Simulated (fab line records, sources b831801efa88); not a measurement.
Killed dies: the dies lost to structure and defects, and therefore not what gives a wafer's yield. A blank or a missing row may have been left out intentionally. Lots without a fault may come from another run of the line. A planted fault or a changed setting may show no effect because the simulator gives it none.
Chamber matching | flow gf180mcu | 4 sister chambers for GF_V5_CMP_04 on cmp-02
The step polishes SiO2. 8 wafers are shown with their chamber, then 9 later ones without.

## WAFERS WITH THEIR CHAMBER
wafer  | chamber | motorCurrentA (A)
L944.3 | 0       | 11.9
L946.5 | 3       | 11.6
L951.2 | 3       | 11.5
L951.3 | 1       | 14.2
L951.5 | 2       | 12.3
L956.4 | 2       | 11.8
L956.5 | 0       | 11.5
L956.6 | 1       | 13.4

## WAFERS MISSING THEIR CHAMBER
wafer  | motorCurrentA (A)
L958.1 | 14.1
L958.3 | 12.1
L958.4 | 11.4
L959.2 | 11.3
L959.4 | 12.0
L959.6 | 12.0
L960.2 | 11.8
L960.5 | 11.3
L960.6 | 13.7

## WHICH CHAMBER EACH WENT THROUGH
wafer  | from the rows above          | in truth
L958.1 | 1                            | 1
L958.3 | can't be placed: 2 or 0 or 3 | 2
L958.4 | can't be placed: 3 or 0 or 2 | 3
L959.2 | can't be placed: 3 or 0 or 2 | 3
L959.4 | can't be placed: 2 or 0 or 3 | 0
L959.6 | can't be placed: 2 or 0 or 3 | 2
L960.2 | can't be placed: 0 or 2 or 3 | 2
L960.5 | can't be placed: 3 or 0 or 2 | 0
L960.6 | 1                            | 1
2 of 9 placed correctly. These rows do not allow placing 7 (true chamber among the candidates in 7). Wrongly placed: 0.
How it was worked out, from the rows above alone: a wafer's distance from a chamber is the root of the sum, over the readings, of the square of ((its reading less the chamber's mean) divided by the reading's scatter). If the next closest chamber is less than 2 further off than the closest, the wafer can't be placed; otherwise it belongs to the closest. A chamber's mean is the mean of its shown wafers. The scatter: the root of (the sum of the squares of (reading less its chamber's mean) over the shown wafers, divided by (wafers less chambers)).
